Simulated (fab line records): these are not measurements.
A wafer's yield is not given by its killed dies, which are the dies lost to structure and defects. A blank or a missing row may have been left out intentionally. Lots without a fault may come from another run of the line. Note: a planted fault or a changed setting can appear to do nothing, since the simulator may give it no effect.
fab line records || flow sky130 || part 2 of 2: steps 44 to 44 of 44
[record] {"lots": 6, "wafers": 18, "last_day": 50}
route steps=708 shown VIA2@525 METAL3@532 CAPM@537 PAD_OPEN@708
lots that met no fault: from a run of the same line without faults
start_h: hours from the record's opening day to when the first of the lot's shown wafers began || wait_h: time in hours since the lot's previous step || " repeats the value in the row above || L1.1+2: one row covering several wafers at once || - value missing, or start not given || * or withheld: withheld || < > ~ a bound
route shown NAME@n: NAME is a module with steps in the file, n the number in the route of the first one || usual: mean and standard deviation over wafers with no fault || same: alike in all rows || chamber/n: place in a boat || sites: readings site by site || _std_site: the standard deviation of these || _edge_site: outer sites' mean less inner sites' || radius_mm: for every site, how far away it sits from the centre of the wafer || mask NAME#n: copy n || behind: the last tool/chamber to shape the wafer || hold: cause of the lot's hold/its duration in hours/its outcome || device: which transistor (n, p or np) failed to switch || end of line: the same wafers' tests at the end of the route || step lacking rows: just its recipe || killed: at the first sort, the dies lost to defects and structure; wafer yield is something else || map: per-die view of a wafer (x killed, . not killed, _ where there is no die)
set.NAME: setting as actually run; set.NAME@STEP: the setting as run at that earlier step || model.NAME: the simulator's own value behind a step, which no gauge read
a table for each step, a row for each wafer; lots at some steps of the route
services: from which hour (start_h, from the record's first day; less than 0 if before it) a tool's chamber was out of use, for how many hours, and why
[[steps]]
[step SKY_PAD_OPEN_PROBE_99]
[usual] {"defect_limited_yield": "82.2/1.9", "killed_at_M0_to_M3": "44/6.9", "killed_at_M4_up": "3.3/1.8", "killed_at_contacts": "24/5", "killed_at_front_end": "16/4.6", "killed_at_other": "0.2/0.42", "killed_dies": "88/9.2", "killed_open": "48/7.3", "killed_short": "40/6.5"}
[same] {"gross_dies": 492, "killed_at_back_side": 0}
{"lot.wafer": "L876.3", "tool": "prober-01", "chamber": "-", "start_h": 1072.43, "wait_h": 0.2, "defect_limited_yield[%]": 76.8, "killed_at_M0_to_M3": 69, "killed_at_M4_up": 6, "killed_at_contacts": 28, "killed_at_front_end": 11, "killed_at_other": 0, "killed_dies": 114, "killed_open": 67, "killed_short": 47, "model.etest.tester.sort_n_pass": 378, "model.etest.tester.sort_yield_pct": 76.83, "model.etest.tester.sort_bin_5_pct": 14.63, "model.etest.cap_mim.bv_v": 14.08, "model.etest.cap_mim.leak_log10_a_cm2": -9.041, "model.etest.cap_mim.c_ff_um2": 2.337, "model.etest.tester.sort_bin_8_pct": 0, "model.etest.tester.sort_bin_4_pct": 0}
{"lot.wafer": "L876.4", "tool": "prober-01", "chamber": "-", "start_h": 1072.48, "wait_h": 0.2, "defect_limited_yield[%]": 81.5, "killed_at_M0_to_M3": 46, "killed_at_M4_up": 1, "killed_at_contacts": 23, "killed_at_front_end": 21, "killed_at_other": 0, "killed_dies": 91, "killed_open": 48, "killed_short": 43, "model.etest.tester.sort_n_pass": 401, "model.etest.tester.sort_yield_pct": 81.5, "model.etest.tester.sort_bin_5_pct": 9.756, "model.etest.cap_mim.bv_v": 14.24, "model.etest.cap_mim.leak_log10_a_cm2": -9.017, "model.etest.cap_mim.c_ff_um2": 2.299, "model.etest.tester.sort_bin_8_pct": 0, "model.etest.tester.sort_bin_4_pct": 0}
{"lot.wafer": "L876.6", "tool": "prober-01", "chamber": "-", "start_h": 1072.58, "wait_h": 0.2, "defect_limited_yield[%]": 81.1, "killed_at_M0_to_M3": 49, "killed_at_M4_up": 5, "killed_at_contacts": 22, "killed_at_front_end": 17, "killed_at_other": 0, "killed_dies": 93, "killed_open": 54, "killed_short": 39, "model.etest.tester.sort_n_pass": 399, "model.etest.tester.sort_yield_pct": 81.1, "model.etest.tester.sort_bin_5_pct": 12.2, "model.etest.cap_mim.bv_v": 13.96, "model.etest.cap_mim.leak_log10_a_cm2": -9.095, "model.etest.cap_mim.c_ff_um2": 2.305, "model.etest.tester.sort_bin_8_pct": 0, "model.etest.tester.sort_bin_4_pct": 0}
{"lot.wafer": "L888.3", "tool": "prober-01", "chamber": "-", "start_h": 1147.92, "wait_h": 0.2, "defect_limited_yield[%]": 82.5, "killed_at_M0_to_M3": 46, "killed_at_M4_up": 5, "killed_at_contacts": 20, "killed_at_front_end": 15, "killed_at_other": 0, "killed_dies": 86, "killed_open": 43, "killed_short": 43, "model.etest.tester.sort_n_pass": 406, "model.etest.tester.sort_yield_pct": 82.52, "model.etest.tester.sort_bin_5_pct": 10.98, "model.etest.cap_mim.bv_v": 14.04, "model.etest.cap_mim.leak_log10_a_cm2": -8.954, "model.etest.cap_mim.c_ff_um2": 2.318, "model.etest.tester.sort_bin_8_pct": 0, "model.etest.tester.sort_bin_4_pct": 0}
{"lot.wafer": "L888.4", "tool": "prober-01", "chamber": "-", "start_h": 1147.97, "wait_h": 0.2, "defect_limited_yield[%]": 79.7, "killed_at_M0_to_M3": 50, "killed_at_M4_up": 3, "killed_at_contacts": 34, "killed_at_front_end": 13, "killed_at_other": 0, "killed_dies": 100, "killed_open": 58, "killed_short": 42, "model.etest.tester.sort_n_pass": 392, "model.etest.tester.sort_yield_pct": 79.67, "model.etest.tester.sort_bin_5_pct": 11.38, "model.etest.cap_mim.bv_v": 13.77, "model.etest.cap_mim.leak_log10_a_cm2": -9.047, "model.etest.cap_mim.c_ff_um2": 2.317, "model.etest.tester.sort_bin_8_pct": 0, "model.etest.tester.sort_bin_4_pct": 0}
{"lot.wafer": "L888.5", "tool": "prober-01", "chamber": "-", "start_h": 1148.02, "wait_h": 0.2, "defect_limited_yield[%]": 82.3, "killed_at_M0_to_M3": 41, "killed_at_M4_up": 3, "killed_at_contacts": 30, "killed_at_front_end": 13, "killed_at_other": 0, "killed_dies": 87, "killed_open": 45, "killed_short": 42, "model.etest.tester.sort_n_pass": 405, "model.etest.tester.sort_yield_pct": 82.32, "model.etest.tester.sort_bin_5_pct": 8.943, "model.etest.cap_mim.bv_v": 13.84, "model.etest.cap_mim.leak_log10_a_cm2": -9.181, "model.etest.cap_mim.c_ff_um2": 2.291, "model.etest.tester.sort_bin_8_pct": 0, "model.etest.tester.sort_bin_4_pct": 0}
{"lot.wafer": "L889.3", "tool": "prober-02", "chamber": "-", "start_h": 1157.37, "wait_h": 0.2, "defect_limited_yield[%]": 81.9, "killed_at_M0_to_M3": 50, "killed_at_M4_up": 4, "killed_at_contacts": 26, "killed_at_front_end": 9, "killed_at_other": 0, "killed_dies": 89, "killed_open": 54, "killed_short": 35, "model.etest.tester.sort_n_pass": 403, "model.etest.tester.sort_yield_pct": 81.91, "model.etest.tester.sort_bin_5_pct": 9.756, "model.etest.cap_mim.bv_v": 14.51, "model.etest.cap_mim.leak_log10_a_cm2": -9.073, "model.etest.cap_mim.c_ff_um2": 2.333, "model.etest.tester.sort_bin_8_pct": 0, "model.etest.tester.sort_bin_4_pct": 0}
{"lot.wafer": "L889.5", "tool": "prober-02", "chamber": "-", "start_h": 1157.47, "wait_h": 0.2, "defect_limited_yield[%]": 82.9, "killed_at_M0_to_M3": 43, "killed_at_M4_up": 4, "killed_at_contacts": 23, "killed_at_front_end": 14, "killed_at_other": 0, "killed_dies": 84, "killed_open": 45, "killed_short": 39, "model.etest.tester.sort_n_pass": 43, "model.etest.tester.sort_yield_pct": 8.74, "model.etest.tester.sort_bin_5_pct": 84.55, "model.etest.cap_mim.bv_v": 10.24, "model.etest.cap_mim.leak_log10_a_cm2": -7.52, "model.etest.cap_mim.c_ff_um2": 3.231, "model.etest.tester.sort_bin_8_pct": 4.686e-08, "model.etest.tester.sort_bin_4_pct": 6.27e-11}
{"lot.wafer": "L889.6", "tool": "prober-02", "chamber": "-", "start_h": 1157.52, "wait_h": 0.2, "defect_limited_yield[%]": 79.7, "killed_at_M0_to_M3": 44, "killed_at_M4_up": 3, "killed_at_contacts": 32, "killed_at_front_end": 21, "killed_at_other": 0, "killed_dies": 100, "killed_open": 56, "killed_short": 44, "model.etest.tester.sort_n_pass": 392, "model.etest.tester.sort_yield_pct": 79.67, "model.etest.tester.sort_bin_5_pct": 13.01, "model.etest.cap_mim.bv_v": 14.55, "model.etest.cap_mim.leak_log10_a_cm2": -9.236, "model.etest.cap_mim.c_ff_um2": 2.253, "model.etest.tester.sort_bin_8_pct": 0, "model.etest.tester.sort_bin_4_pct": 0}
{"lot.wafer": "L891.1", "tool": "prober-02", "chamber": "-", "start_h": 1164.75, "wait_h": 0.1, "defect_limited_yield[%]": 83.1, "killed_at_M0_to_M3": 46, "killed_at_M4_up": 3, "killed_at_contacts": 20, "killed_at_front_end": 14, "killed_at_other": 0, "killed_dies": 83, "killed_open": 49, "killed_short": 34, "model.etest.tester.sort_n_pass": 409, "model.etest.tester.sort_yield_pct": 83.13, "model.etest.tester.sort_bin_5_pct": 9.756, "model.etest.cap_mim.bv_v": 13.91, "model.etest.cap_mim.leak_log10_a_cm2": -9.04, "model.etest.cap_mim.c_ff_um2": 2.33, "model.etest.tester.sort_bin_8_pct": 0, "model.etest.tester.sort_bin_4_pct": 0}
{"lot.wafer": "L891.2", "tool": "prober-02", "chamber": "-", "start_h": 1164.80, "wait_h": 0.1, "defect_limited_yield[%]": 85.6, "killed_at_M0_to_M3": 31, "killed_at_M4_up": 3, "killed_at_contacts": 17, "killed_at_front_end": 19, "killed_at_other": 1, "killed_dies": 71, "killed_open": 40, "killed_short": 31, "model.etest.tester.sort_n_pass": 15, "model.etest.tester.sort_yield_pct": 3.049, "model.etest.tester.sort_bin_5_pct": 92.07, "model.etest.cap_mim.bv_v": 10.26, "model.etest.cap_mim.leak_log10_a_cm2": -7.479, "model.etest.cap_mim.c_ff_um2": 3.298, "model.etest.tester.sort_bin_8_pct": 3.789e-08, "model.etest.tester.sort_bin_4_pct": 0}
{"lot.wafer": "L891.6", "tool": "prober-02", "chamber": "-", "start_h": 1165.00, "wait_h": 0.2, "defect_limited_yield[%]": 79.3, "killed_at_M0_to_M3": 55, "killed_at_M4_up": 1, "killed_at_contacts": 35, "killed_at_front_end": 11, "killed_at_other": 0, "killed_dies": 102, "killed_open": 63, "killed_short": 39, "model.etest.tester.sort_n_pass": 390, "model.etest.tester.sort_yield_pct": 79.27, "model.etest.tester.sort_bin_5_pct": 12.8, "model.etest.cap_mim.bv_v": 14.12, "model.etest.cap_mim.leak_log10_a_cm2": -8.899, "model.etest.cap_mim.c_ff_um2": 2.306, "model.etest.tester.sort_bin_8_pct": 0, "model.etest.tester.sort_bin_4_pct": 0}
{"lot.wafer": "L895.1", "tool": "prober-02", "chamber": "-", "start_h": 1187.48, "wait_h": 0.1, "defect_limited_yield[%]": 87.2, "killed_at_M0_to_M3": 31, "killed_at_M4_up": 2, "killed_at_contacts": 19, "killed_at_front_end": 11, "killed_at_other": 0, "killed_dies": 63, "killed_open": 35, "killed_short": 28, "model.etest.tester.sort_n_pass": 429, "model.etest.tester.sort_yield_pct": 87.2, "model.etest.tester.sort_bin_5_pct": 8.333, "model.etest.cap_mim.bv_v": 13.84, "model.etest.cap_mim.leak_log10_a_cm2": -8.948, "model.etest.cap_mim.c_ff_um2": 2.337, "model.etest.tester.sort_bin_8_pct": 0, "model.etest.tester.sort_bin_4_pct": 0}
{"lot.wafer": "L895.4", "tool": "prober-02", "chamber": "-", "start_h": 1187.63, "wait_h": 0.2, "defect_limited_yield[%]": 80.1, "killed_at_M0_to_M3": 57, "killed_at_M4_up": 4, "killed_at_contacts": 29, "killed_at_front_end": 8, "killed_at_other": 0, "killed_dies": 98, "killed_open": 64, "killed_short": 34, "model.etest.tester.sort_n_pass": 394, "model.etest.tester.sort_yield_pct": 80.08, "model.etest.tester.sort_bin_5_pct": 12.8, "model.etest.cap_mim.bv_v": 13.63, "model.etest.cap_mim.leak_log10_a_cm2": -8.948, "model.etest.cap_mim.c_ff_um2": 2.313, "model.etest.tester.sort_bin_8_pct": 0, "model.etest.tester.sort_bin_4_pct": 0}
{"lot.wafer": "L895.6", "tool": "prober-02", "chamber": "-", "start_h": 1187.73, "wait_h": 0.2, "defect_limited_yield[%]": 82.7, "killed_at_M0_to_M3": 46, "killed_at_M4_up": 4, "killed_at_contacts": 28, "killed_at_front_end": 7, "killed_at_other": 0, "killed_dies": 85, "killed_open": 42, "killed_short": 43, "model.etest.tester.sort_n_pass": 407, "model.etest.tester.sort_yield_pct": 82.72, "model.etest.tester.sort_bin_5_pct": 9.756, "model.etest.cap_mim.bv_v": 14.33, "model.etest.cap_mim.leak_log10_a_cm2": -8.965, "model.etest.cap_mim.c_ff_um2": 2.311, "model.etest.tester.sort_bin_8_pct": 0, "model.etest.tester.sort_bin_4_pct": 0}
{"lot.wafer": "L899.3", "tool": "prober-02", "chamber": "-", "start_h": 1198.24, "wait_h": 0.2, "defect_limited_yield[%]": 83.9, "killed_at_M0_to_M3": 44, "killed_at_M4_up": 0, "killed_at_contacts": 25, "killed_at_front_end": 10, "killed_at_other": 0, "killed_dies": 79, "killed_open": 50, "killed_short": 29, "model.etest.tester.sort_n_pass": 413, "model.etest.tester.sort_yield_pct": 83.94, "model.etest.tester.sort_bin_5_pct": 9.959, "model.etest.cap_mim.bv_v": 13.41, "model.etest.cap_mim.leak_log10_a_cm2": -8.752, "model.etest.cap_mim.c_ff_um2": 2.422, "model.etest.tester.sort_bin_8_pct": 0, "model.etest.tester.sort_bin_4_pct": 0}
{"lot.wafer": "L899.5", "tool": "prober-02", "chamber": "-", "start_h": 1198.34, "wait_h": 0.2, "defect_limited_yield[%]": 83.7, "killed_at_M0_to_M3": 37, "killed_at_M4_up": 2, "killed_at_contacts": 29, "killed_at_front_end": 12, "killed_at_other": 0, "killed_dies": 80, "killed_open": 45, "killed_short": 35, "model.etest.tester.sort_n_pass": 412, "model.etest.tester.sort_yield_pct": 83.74, "model.etest.tester.sort_bin_5_pct": 9.553, "model.etest.cap_mim.bv_v": 13.94, "model.etest.cap_mim.leak_log10_a_cm2": -9.042, "model.etest.cap_mim.c_ff_um2": 2.307, "model.etest.tester.sort_bin_8_pct": 0, "model.etest.tester.sort_bin_4_pct": 0}
{"lot.wafer": "L899.6", "tool": "prober-02", "chamber": "-", "start_h": 1198.39, "wait_h": 0.2, "defect_limited_yield[%]": 80.7, "killed_at_M0_to_M3": 56, "killed_at_M4_up": 4, "killed_at_contacts": 24, "killed_at_front_end": 10, "killed_at_other": 1, "killed_dies": 95, "killed_open": 49, "killed_short": 46, "model.etest.tester.sort_n_pass": 397, "model.etest.tester.sort_yield_pct": 80.69, "model.etest.tester.sort_bin_5_pct": 12.2, "model.etest.cap_mim.bv_v": 13.57, "model.etest.cap_mim.leak_log10_a_cm2": -8.978, "model.etest.cap_mim.c_ff_um2": 2.34, "model.etest.tester.sort_bin_8_pct": 0, "model.etest.tester.sort_bin_4_pct": 0}
// killed by level:class
L876.3 VIA1:geometric_particle:open=18 CONTACT:geometric_particle:open=14 METAL2:geometric_particle:short=10 VIA3:geometric_particle:open=10 VIA2:geometric_particle:open=9 VIA1:geometric_particle:short=7 LOCAL_INTERCONNECT:geometric_particle:short=5 POLY_GATE:geometric_particle:short=3
L876.4 CONTACT:geometric_particle:open=10 VIA1:geometric_particle:open=9 METAL2:geometric_particle:short=8 METAL3:geometric_particle:short=8 LI_CONTACT:geometric_particle:open=7 POLY_GATE:geometric_particle:short=6 METAL1:geometric_particle:short=6 VIA3:geometric_particle:open=5
L876.6 VIA1:geometric_particle:open=12 CONTACT:geometric_particle:open=11 VIA2:geometric_particle:open=9 METAL2:geometric_particle:short=6 VIA3:geometric_particle:open=6 FIELD_ISO:geometric_particle:open=5 CONTACT:geometric_particle:short=5 FIELD_ISO:geometric_particle:short=4
L888.3 CONTACT:geometric_particle:open=11 METAL1:geometric_particle:short=8 VIA1:geometric_particle:open=8 VIA3:geometric_particle:open=7 FIELD_ISO:geometric_particle:short=6 METAL2:geometric_particle:short=6 VIA1:geometric_particle:short=5 FIELD_ISO:geometric_particle:open=3
L888.4 CONTACT:geometric_particle:open=14 VIA1:geometric_particle:open=13 VIA2:geometric_particle:open=8 LI_CONTACT:geometric_particle:open=7 VIA1:geometric_particle:short=6 VIA3:geometric_particle:open=6 CONTACT:geometric_particle:short=5 VIA3:geometric_particle:short=5
L888.5 CONTACT:geometric_particle:open=13 VIA1:geometric_particle:open=11 METAL2:geometric_particle:short=9 POLY_GATE:geometric_particle:short=6 VIA3:geometric_particle:open=6 LI_CONTACT:geometric_particle:open=5 LOCAL_INTERCONNECT:geometric_particle:short=5 CONTACT:geometric_particle:short=5
L889.3 CONTACT:geometric_particle:open=12 VIA1:geometric_particle:open=11 VIA3:geometric_particle:open=9 VIA2:geometric_particle:open=6 CONTACT:geometric_particle:short=6 METAL3:geometric_particle:short=5 FIELD_ISO:geometric_particle:short=4 METAL1:geometric_particle:short=4
L889.5 VIA3:geometric_particle:open=9 LI_CONTACT:geometric_particle:open=8 CONTACT:geometric_particle:open=7 CONTACT:geometric_particle:short=6 METAL3:geometric_particle:short=6 VIA1:geometric_particle:open=6 POLY_GATE:geometric_particle:short=5 VIA1:geometric_particle:short=5
L889.6 CONTACT:geometric_particle:open=12 LI_CONTACT:geometric_particle:open=11 VIA1:geometric_particle:open=10 METAL2:geometric_particle:short=8 VIA2:geometric_particle:open=7 FIELD_ISO:geometric_particle:short=6 POLY_GATE:geometric_particle:short=6 VIA3:geometric_particle:open=6
L891.1 VIA1:geometric_particle:open=15 CONTACT:geometric_particle:open=6 LI_CONTACT:geometric_particle:open=5 METAL2:geometric_particle:short=5 VIA2:geometric_particle:open=5 FIELD_ISO:geometric_particle:open=4 POLY_GATE:geometric_particle:short=4 VIA3:geometric_particle:open=4
L891.2 VIA1:geometric_particle:open=10 CONTACT:geometric_particle:open=7 VIA3:geometric_particle:short=5 FIELD_ISO:geometric_particle:open=4 CONTACT:geometric_particle:short=4 METAL1:geometric_particle:short=4 FIELD_ISO:geometric_particle:short=3 SPACER:geometric_particle:open=3
L891.6 VIA1:geometric_particle:open=16 CONTACT:geometric_particle:open=13 VIA3:geometric_particle:open=10 LI_CONTACT:geometric_particle:open=9 METAL1:geometric_particle:short=7 VIA2:geometric_particle:open=6 POLY_GATE:geometric_particle:short=4 LI_CONTACT:geometric_particle:short=4
L895.1 VIA1:geometric_particle:open=9 VIA2:geometric_particle:open=9 LOCAL_INTERCONNECT:geometric_particle:short=5 LI_CONTACT:geometric_particle:open=4 METAL3:geometric_particle:short=4 FIELD_ISO:geometric_particle:open=3 LI_CONTACT:geometric_particle:short=3 CONTACT:geometric_particle:open=3
L895.4 VIA1:geometric_particle:open=16 LI_CONTACT:geometric_particle:open=12 CONTACT:geometric_particle:open=9 VIA2:geometric_particle:open=9 METAL1:geometric_particle:short=8 VIA3:geometric_particle:open=7 METAL4:geometric_particle:short=4 POLY_GATE:geometric_particle:open=3
L895.6 METAL1:geometric_particle:short=11 LI_CONTACT:geometric_particle:open=8 VIA1:geometric_particle:open=8 METAL2:geometric_particle:short=7 VIA2:geometric_particle:open=7 CONTACT:geometric_particle:short=6 CONTACT:geometric_particle:open=6 VIA3:geometric_particle:open=4
L899.3 CONTACT:geometric_particle:open=14 VIA1:geometric_particle:open=13 METAL2:geometric_particle:short=8 VIA3:geometric_particle:open=6 METAL1:geometric_particle:short=5 VIA2:geometric_particle:open=5 CONTACT:geometric_particle:short=4 LOCAL_INTERCONNECT:geometric_particle:short=3
L899.5 CONTACT:geometric_particle:open=14 VIA1:geometric_particle:open=9 LOCAL_INTERCONNECT:geometric_particle:short=7 FIELD_ISO:geometric_particle:short=5 VIA2:geometric_particle:open=5 VIA1:geometric_particle:short=5 CONTACT:geometric_particle:short=4 METAL2:geometric_particle:open=4
L899.6 VIA1:geometric_particle:open=11 CONTACT:geometric_particle:open=10 METAL2:geometric_particle:short=10 METAL1:geometric_particle:short=8 VIA3:geometric_particle:short=7 VIA3:geometric_particle:open=7 POLY_GATE:geometric_particle:open=5 LI_CONTACT:geometric_particle:open=4
[[services]]
{"tool": "rie_diel-01", "chamber": 2, "start_h": 822.98, "hours": 55.5, "kind": "repair"}
{"tool": "cvd_w-01", "chamber": 1, "start_h": 828.44, "hours": 9.1, "kind": "repair"}
{"tool": "rie_metal-01", "chamber": "-", "start_h": 829.91, "hours": 14.6, "kind": "pm"}
{"tool": "rie_metal-01", "chamber": 1, "start_h": 854.97, "hours": 1.0, "kind": "repair"}
{"tool": "pvd_sputter-04", "chamber": "-", "start_h": 862.87, "hours": 2.7, "kind": "repair"}
{"tool": "rie_metal-02", "chamber": "-", "start_h": 870.41, "hours": 2.1, "kind": "repair"}
{"tool": "rie_diel-01", "chamber": "-", "start_h": 887.10, "hours": 0.4, "kind": "repair"}
{"tool": "cvd_w-02", "chamber": "-", "start_h": 892.44, "hours": 0.8, "kind": "repair"}
{"tool": "pecvd-04", "chamber": "-", "start_h": 896.22, "hours": 2.8, "kind": "pm"}
{"tool": "pecvd-04", "chamber": 2, "start_h": 900.21, "hours": 17.4, "kind": "repair"}
{"tool": "cvd_w-02", "chamber": "-", "start_h": 904.00, "hours": 14.0, "kind": "pm"}
{"tool": "rie_metal-01", "chamber": 1, "start_h": 909.09, "hours": 22.4, "kind": "repair"}
{"tool": "pvd_sputter-01", "chamber": "-", "start_h": 933.67, "hours": 6.5, "kind": "repair"}
{"tool": "pecvd-04", "chamber": 2, "start_h": 942.48, "hours": 22.3, "kind": "repair"}
{"tool": "pvd_sputter-01", "chamber": "-", "start_h": 960.15, "hours": 14.7, "kind": "repair"}
{"tool": "pecvd-04", "chamber": "-", "start_h": 965.50, "hours": 14.6, "kind": "pm"}
{"tool": "rie_metal-01", "chamber": 1, "start_h": 977.83, "hours": 9.0, "kind": "repair"}
{"tool": "rie_diel-04", "chamber": "-", "start_h": 998.09, "hours": 2.8, "kind": "pm"}
{"tool": "rie_metal-04", "chamber": "-", "start_h": 1013.53, "hours": 0.4, "kind": "repair"}
{"tool": "rie_diel-04", "chamber": 1, "start_h": 1014.65, "hours": 3.7, "kind": "repair"}
{"tool": "rie_diel-01", "chamber": "-", "start_h": 1019.23, "hours": 0.1, "kind": "repair"}
{"tool": "pvd_sputter-01", "chamber": "-", "start_h": 1019.29, "hours": 1.2, "kind": "repair"}
{"tool": "rie_diel-04", "chamber": 0, "start_h": 1033.30, "hours": 4.2, "kind": "repair"}
{"tool": "rie_diel-04", "chamber": 2, "start_h": 1056.59, "hours": 1.3, "kind": "repair"}
[[key]]
[first_sign] {"step": "SKY_CAPM_THK_MEAS_01", "reading": "CAPM_CVD_00_THK", "direction": "down", "sigmas": 21, "usual": 15.50, "struck": 11.13}
[effect] {"step": "SKY_METAL3_ETCH_17", "reading": "oes_product_au", "direction": "down", "sigmas": 17, "usual": 0.755, "struck": 0.642}
[model_effect] {"step": "SKY_CAPM_CVD_00", "value": "SiO2_of_CAPM_CVD_00.thk_nm", "without": 15.46, "struck": 11.13}
[model_effect] {"step": "SKY_METAL3_ETCH_17", "value": "etch.depth_nm", "without": 15.46, "struck": 11.13}
[model_effect] {"step": "SKY_PAD_OPEN_PROBE_99", "value": "etest.tester.sort_n_pass", "without": 414.5, "struck": 29}
met_at SKY_CAPM_CVD_00
struck_wafers L889.5,L891.2
onset_between 939.13 954.41
[fault] {"kind": "process_parameter_drift", "tool": "pecvd-04", "chamber": 1, "onset_h": 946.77, "steps": "SKY_CAPM_CVD_00", "channel": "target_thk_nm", "offset": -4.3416, "shape": "step", "end_h": 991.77, "acts_in": "these_recipes_only", "stated": 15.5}
